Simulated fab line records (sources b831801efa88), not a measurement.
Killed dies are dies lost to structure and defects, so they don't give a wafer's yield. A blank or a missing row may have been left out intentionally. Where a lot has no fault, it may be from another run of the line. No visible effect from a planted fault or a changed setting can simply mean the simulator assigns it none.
Which of the tools did it? / flow sky130 / 24 lots, 72 wafers sampled, at 4 steps of a route of 708

== WHAT EACH GAUGE READ, for each wafer ==
SKY_METAL4_CD_MEAS_13: target cd 300 nm.
lot=L074; measured=day 41 22:23; on=cd-sem-02; cd-nm (nm)=301.9 301.0 301.9
lot=L075; measured=day 42 03:47; on=cd-sem-01; cd-nm (nm)=299.4 299.9 299.1
lot=L076; measured=day 42 15:12; on=cd-sem-02; cd-nm (nm)=301.6 302.1 301.8
lot=L077; measured=day 42 23:49; on=cd-sem-01; cd-nm (nm)=303.0 301.6 303.0
lot=L078; measured=day 43 00:56; on=cd-sem-01; cd-nm (nm)=299.8 300.6 300.0
lot=L079; measured=day 43 12:11; on=cd-sem-02; cd-nm (nm)=300.3 301.2 300.0
lot=L080; measured=day 43 21:10; on=cd-sem-02; cd-nm (nm)=301.7 301.4 301.1
lot=L081; measured=day 44 06:09; on=cd-sem-02; cd-nm (nm)=295.4 296.8 297.2
lot=L082; measured=day 44 07:48; on=cd-sem-01; cd-nm (nm)=299.1 301.9 299.9
lot=L083; measured=day 44 13:10; on=cd-sem-01; cd-nm (nm)=301.8 300.6 303.0
lot=L084; measured=day 44 17:02; on=cd-sem-02; cd-nm (nm)=300.1 300.8 300.2
lot=L085; measured=day 45 00:00; on=cd-sem-01; cd-nm (nm)=299.0 299.3 299.4
lot=L086; measured=day 45 06:36; on=cd-sem-02; cd-nm (nm)=297.8 299.4 298.7
lot=L087; measured=day 45 13:44; on=cd-sem-02; cd-nm (nm)=299.2 301.0 298.9
lot=L088; measured=day 45 16:59; on=cd-sem-01; cd-nm (nm)=301.0 301.9 304.2
lot=L089; measured=day 46 05:53; on=cd-sem-01; cd-nm (nm)=301.1 302.3 301.0
lot=L090; measured=day 46 13:38; on=cd-sem-01; cd-nm (nm)=301.6 301.5 299.3
lot=L091; measured=day 46 14:03; on=cd-sem-02; cd-nm (nm)=298.9 298.7 300.3
lot=L092; measured=day 46 16:01; on=cd-sem-02; cd-nm (nm)=300.2 301.1 301.9
lot=L093; measured=day 47 00:56; on=cd-sem-02; cd-nm (nm)=299.0 298.9 298.9
lot=L094; measured=day 47 04:32; on=cd-sem-01; cd-nm (nm)=299.7 300.0 298.6
lot=L095; measured=day 47 15:02; on=cd-sem-02; cd-nm (nm)=299.7 300.5 300.0
lot=L096; measured=day 48 01:41; on=cd-sem-01; cd-nm (nm)=299.6 299.3 299.2
lot=L097; measured=day 48 05:56; on=cd-sem-02; cd-nm (nm)=298.9 299.7 300.5

SKY_VIA4_OVL_MEAS_11.
lot=L074; measured=day 42 23:27; on=overlay-02; VIA4_OVL (nm)=3.2 0.0 0.5
lot=L075; measured=day 43 03:59; on=overlay-01; VIA4_OVL (nm)=0.9 0.9 0.3
lot=L076; measured=day 43 16:03; on=overlay-02; VIA4_OVL (nm)=1.0 0.6 0.8
lot=L077; measured=day 43 23:40; on=overlay-01; VIA4_OVL (nm)=4.6 2.7 3.1
lot=L078; measured=day 44 01:14; on=overlay-02; VIA4_OVL (nm)=1.0 1.4 1.0
lot=L079; measured=day 44 12:35; on=overlay-01; VIA4_OVL (nm)=0.3 0.7 -1.2
lot=L080; measured=day 44 21:28; on=overlay-01; VIA4_OVL (nm)=0.9 2.4 2.5
lot=L081; measured=day 45 05:38; on=overlay-02; VIA4_OVL (nm)=0.3 0.8 1.2
lot=L082; measured=day 45 07:28; on=overlay-02; VIA4_OVL (nm)=-2.3 -0.7 -1.3
lot=L083; measured=day 45 12:11; on=overlay-01; VIA4_OVL (nm)=1.9 2.4 1.6
lot=L084; measured=day 45 16:38; on=overlay-01; VIA4_OVL (nm)=1.7 0.2 2.6
lot=L085; measured=day 45 22:47; on=overlay-01; VIA4_OVL (nm)=1.7 1.9 2.0
lot=L086; measured=day 46 05:31; on=overlay-02; VIA4_OVL (nm)=1.7 0.2 2.2
lot=L087; measured=day 46 12:13; on=overlay-02; VIA4_OVL (nm)=0.6 1.1 1.0
lot=L088; measured=day 46 15:26; on=overlay-02; VIA4_OVL (nm)=-0.1 1.8 0.5
lot=L089; measured=day 47 03:19; on=overlay-02; VIA4_OVL (nm)=2.5 1.5 -0.1
lot=L090; measured=day 47 11:03; on=overlay-01; VIA4_OVL (nm)=1.6 2.5 1.1
lot=L091; measured=day 47 11:45; on=overlay-01; VIA4_OVL (nm)=1.7 1.5 -0.1
lot=L092; measured=day 47 13:36; on=overlay-02; VIA4_OVL (nm)=1.1 2.2 3.4
lot=L093; measured=day 47 22:40; on=overlay-02; VIA4_OVL (nm)=0.4 0.1 0.5
lot=L094; measured=day 48 02:09; on=overlay-01; VIA4_OVL (nm)=2.2 2.3 2.1
lot=L095; measured=day 48 11:54; on=overlay-01; VIA4_OVL (nm)=2.0 2.3 1.5
lot=L096; measured=day 48 21:27; on=overlay-02; VIA4_OVL (nm)=0.8 -0.5 0.2
lot=L097; measured=day 49 01:46; on=overlay-02; VIA4_OVL (nm)=1.1 0.3 -1.4

SKY_VIA4_RS_MEAS_19: uses a four-point probe to measure.
lot=L074; measured=day 43 00:31; on=film-metro-01; VIA4_W_RS (ohm/sq)=0.2266 0.2310 0.2330
lot=L075; measured=day 43 05:05; on=film-metro-01; VIA4_W_RS (ohm/sq)=0.2295 0.2302 0.2319
lot=L076; measured=day 43 16:58; on=film-metro-02; VIA4_W_RS (ohm/sq)=0.2285 0.2272 0.2273
lot=L077; measured=day 44 00:36; on=film-metro-02; VIA4_W_RS (ohm/sq)=0.2295 0.2281 0.2293
lot=L078; measured=day 44 02:09; on=film-metro-02; VIA4_W_RS (ohm/sq)=0.2269 0.2311 0.2281
lot=L079; measured=day 44 13:34; on=film-metro-02; VIA4_W_RS (ohm/sq)=0.2327 0.2317 0.2288
lot=L080; measured=day 44 22:59; on=film-metro-04; VIA4_W_RS (ohm/sq)=0.2330 0.2290 0.2312
lot=L081; measured=day 45 06:37; on=film-metro-04; VIA4_W_RS (ohm/sq)=0.2308 0.2284 0.2298
lot=L082; measured=day 45 08:25; on=film-metro-04; VIA4_W_RS (ohm/sq)=0.2282 0.2249 0.2308
lot=L083; measured=day 45 13:07; on=film-metro-04; VIA4_W_RS (ohm/sq)=0.2276 0.2262 0.2252
lot=L084; measured=day 45 17:33; on=film-metro-04; VIA4_W_RS (ohm/sq)=0.2303 0.2310 0.2315
lot=L085; measured=day 45 23:42; on=film-metro-04; VIA4_W_RS (ohm/sq)=0.2253 0.2307 0.2240
lot=L086; measured=day 46 06:26; on=film-metro-04; VIA4_W_RS (ohm/sq)=0.2278 0.2318 0.2295
lot=L087; measured=day 46 13:11; on=film-metro-04; VIA4_W_RS (ohm/sq)=0.2296 0.2289 0.2276
lot=L088; measured=day 46 16:23; on=film-metro-04; VIA4_W_RS (ohm/sq)=0.2248 0.2319 0.2308
lot=L089; measured=day 47 04:16; on=film-metro-01; VIA4_W_RS (ohm/sq)=0.2264 0.2294 0.2298
lot=L090; measured=day 47 12:07; on=film-metro-04; VIA4_W_RS (ohm/sq)=0.2254 0.2271 0.2282
lot=L091; measured=day 47 12:40; on=film-metro-01; VIA4_W_RS (ohm/sq)=0.2338 0.2331 0.2334
lot=L092; measured=day 47 14:37; on=film-metro-01; VIA4_W_RS (ohm/sq)=0.2301 0.2369 0.2303
lot=L093; measured=day 47 23:46; on=film-metro-01; VIA4_W_RS (ohm/sq)=0.2244 0.2262 0.2246
lot=L094; measured=day 48 03:11; on=film-metro-04; VIA4_W_RS (ohm/sq)=0.2306 0.2302 0.2287
lot=L095; measured=day 48 12:49; on=film-metro-02; VIA4_W_RS (ohm/sq)=0.2276 0.2314 0.2313
lot=L096; measured=day 48 22:22; on=film-metro-02; VIA4_W_RS (ohm/sq)=0.2304 0.2264 0.2278
lot=L097; measured=day 49 02:43; on=film-metro-02; VIA4_W_RS (ohm/sq)=0.2290 0.2310 0.2311

== TOOL THAT RAN EACH LOT (tool first, then ch and the chambers of the sampled wafers, then the start) ==
lot=L074; SKY_VIA4_STRIP_13=plasma-asher-01 ch 0,1, day 42 23:34
lot=L075; SKY_VIA4_STRIP_13=plasma-asher-02 ch 0, day 43 04:05
lot=L076; SKY_VIA4_STRIP_13=plasma-asher-02 ch 0,1, day 43 16:10
lot=L077; SKY_VIA4_STRIP_13=plasma-asher-03 ch 0,1, day 43 23:46
lot=L078; SKY_VIA4_STRIP_13=plasma-asher-02 ch 0,1, day 44 01:21
lot=L079; SKY_VIA4_STRIP_13=plasma-asher-02 ch 0,1, day 44 12:42
lot=L080; SKY_VIA4_STRIP_13=plasma-asher-01 ch 0,1, day 44 21:34
lot=L081; SKY_VIA4_STRIP_13=plasma-asher-03 ch 0,1, day 45 05:45
lot=L082; SKY_VIA4_STRIP_13=plasma-asher-01 ch 0,1, day 45 07:35
lot=L083; SKY_VIA4_STRIP_13=plasma-asher-01 ch 0,1, day 45 12:17
lot=L084; SKY_VIA4_STRIP_13=plasma-asher-03 ch 0, day 45 16:44
lot=L085; SKY_VIA4_STRIP_13=plasma-asher-01 ch 0,1, day 45 22:53
lot=L086; SKY_VIA4_STRIP_13=plasma-asher-03 ch 0,1, day 46 05:37
lot=L087; SKY_VIA4_STRIP_13=plasma-asher-02 ch 0,1, day 46 12:21
lot=L088; SKY_VIA4_STRIP_13=plasma-asher-02 ch 0,1, day 46 15:33
lot=L089; SKY_VIA4_STRIP_13=plasma-asher-01 ch 0,1, day 47 03:27
lot=L090; SKY_VIA4_STRIP_13=plasma-asher-03 ch 0,1, day 47 11:13
lot=L091; SKY_VIA4_STRIP_13=plasma-asher-03 ch 0,1, day 47 11:52
lot=L092; SKY_VIA4_STRIP_13=plasma-asher-02 ch 0,1, day 47 13:46
lot=L093; SKY_VIA4_STRIP_13=plasma-asher-03 ch 0,1, day 47 22:48
lot=L094; SKY_VIA4_STRIP_13=plasma-asher-01 ch 0,1, day 48 02:16
lot=L095; SKY_VIA4_STRIP_13=plasma-asher-01 ch 0,1, day 48 12:01
lot=L096; SKY_VIA4_STRIP_13=plasma-asher-01 ch 0,1, day 48 21:34
lot=L097; SKY_VIA4_STRIP_13=plasma-asher-02 ch 0,1, day 49 01:54
- SKY_VIA4_STRIP_13: strips in O2/N2.

== AS READ BY THE TOOLS THEMSELVES (means over the sampled wafers that have a number; for cases with no such wafer, the mark the record gives instead) ==
SKY_VIA4_STRIP_13.
lot=L074; tool=plasma-asher-01; drypump-motor-current-A (A)=5.69; oes-product-au (a.u.)=0.713; strip-time-to-endpoint-s (s)=12.78
lot=L075; tool=plasma-asher-02; drypump-motor-current-A (A)=6.09; oes-product-au (a.u.)=0.709; strip-time-to-endpoint-s (s)=12.81
lot=L076; tool=plasma-asher-02; drypump-motor-current-A (A)=6.14; oes-product-au (a.u.)=0.706; strip-time-to-endpoint-s (s)=12.79
lot=L077; tool=plasma-asher-03; drypump-motor-current-A (A)=5.86; oes-product-au (a.u.)=0.705; strip-time-to-endpoint-s (s)=12.81
lot=L078; tool=plasma-asher-02; drypump-motor-current-A (A)=6.26; oes-product-au (a.u.)=0.706; strip-time-to-endpoint-s (s)=12.82
lot=L079; tool=plasma-asher-02; drypump-motor-current-A (A)=6.17; oes-product-au (a.u.)=0.712; strip-time-to-endpoint-s (s)=12.80
lot=L080; tool=plasma-asher-01; drypump-motor-current-A (A)=5.70; oes-product-au (a.u.)=0.708; strip-time-to-endpoint-s (s)=12.79
lot=L081; tool=plasma-asher-03; drypump-motor-current-A (A)=6.03; oes-product-au (a.u.)=0.710; strip-time-to-endpoint-s (s)=12.80
lot=L082; tool=plasma-asher-01; drypump-motor-current-A (A)=5.60; oes-product-au (a.u.)=0.707; strip-time-to-endpoint-s (s)=12.79
lot=L083; tool=plasma-asher-01; drypump-motor-current-A (A)=5.70; oes-product-au (a.u.)=0.708; strip-time-to-endpoint-s (s)=12.79
lot=L084; tool=plasma-asher-03; drypump-motor-current-A (A)=5.71; oes-product-au (a.u.)=0.709; strip-time-to-endpoint-s (s)=12.84
lot=L085; tool=plasma-asher-01; drypump-motor-current-A (A)=5.61; oes-product-au (a.u.)=0.708; strip-time-to-endpoint-s (s)=12.83
lot=L086; tool=plasma-asher-03; drypump-motor-current-A (A)=5.87; oes-product-au (a.u.)=0.709; strip-time-to-endpoint-s (s)=12.82
lot=L087; tool=plasma-asher-02; drypump-motor-current-A (A)=6.26; oes-product-au (a.u.)=0.710; strip-time-to-endpoint-s (s)=12.77
lot=L088; tool=plasma-asher-02; drypump-motor-current-A (A)=6.26; oes-product-au (a.u.)=0.705; strip-time-to-endpoint-s (s)=12.80
lot=L089; tool=plasma-asher-01; drypump-motor-current-A (A)=5.59; oes-product-au (a.u.)=0.710; strip-time-to-endpoint-s (s)=12.85
lot=L090; tool=plasma-asher-03; drypump-motor-current-A (A)=6.02; oes-product-au (a.u.)=0.712; strip-time-to-endpoint-s (s)=12.83
lot=L091; tool=plasma-asher-03; drypump-motor-current-A (A)=5.86; oes-product-au (a.u.)=0.713; strip-time-to-endpoint-s (s)=12.80
lot=L092; tool=plasma-asher-02; drypump-motor-current-A (A)=6.24; oes-product-au (a.u.)=0.714; strip-time-to-endpoint-s (s)=12.74
lot=L093; tool=plasma-asher-03; drypump-motor-current-A (A)=5.88; oes-product-au (a.u.)=0.712; strip-time-to-endpoint-s (s)=12.79
lot=L094; tool=plasma-asher-01; drypump-motor-current-A (A)=5.56; oes-product-au (a.u.)=0.709; strip-time-to-endpoint-s (s)=12.81
lot=L095; tool=plasma-asher-01; drypump-motor-current-A (A)=5.72; oes-product-au (a.u.)=0.711; strip-time-to-endpoint-s (s)=12.80
lot=L096; tool=plasma-asher-01; drypump-motor-current-A (A)=5.61; oes-product-au (a.u.)=0.712; strip-time-to-endpoint-s (s)=12.79
lot=L097; tool=plasma-asher-02; drypump-motor-current-A (A)=6.23; oes-product-au (a.u.)=0.707; strip-time-to-endpoint-s (s)=12.80

== THE ANSWER, worked out from the rows above alone ==
Rule: the usual values come from the lots themselves. The widest of any qualifying gaps counts: lots, ordered by their means at a reading, are off when they make up no more than a third of the lots, leave a main group of 4 or more, and stand apart from it by 3 or more times the standard deviation of that group's means. The tables above print the reading to a certain number of digits; a main group whose means all agree to those digits is not used. A lot without any number at a reading at which 4 lots or more have one is off too. All remaining lots with rows at the step are treated as sound. After the gauges, taken in route order, come the tools' own readings; for these a lot's mean is taken, as printed above. At the first step where some lot is off, the reading lying furthest off is the one used; lots without a number count as furthest.
Nothing can be told from this: no lot is off at any reading shown.

== WHAT THE SIMULATOR PUT IN ==
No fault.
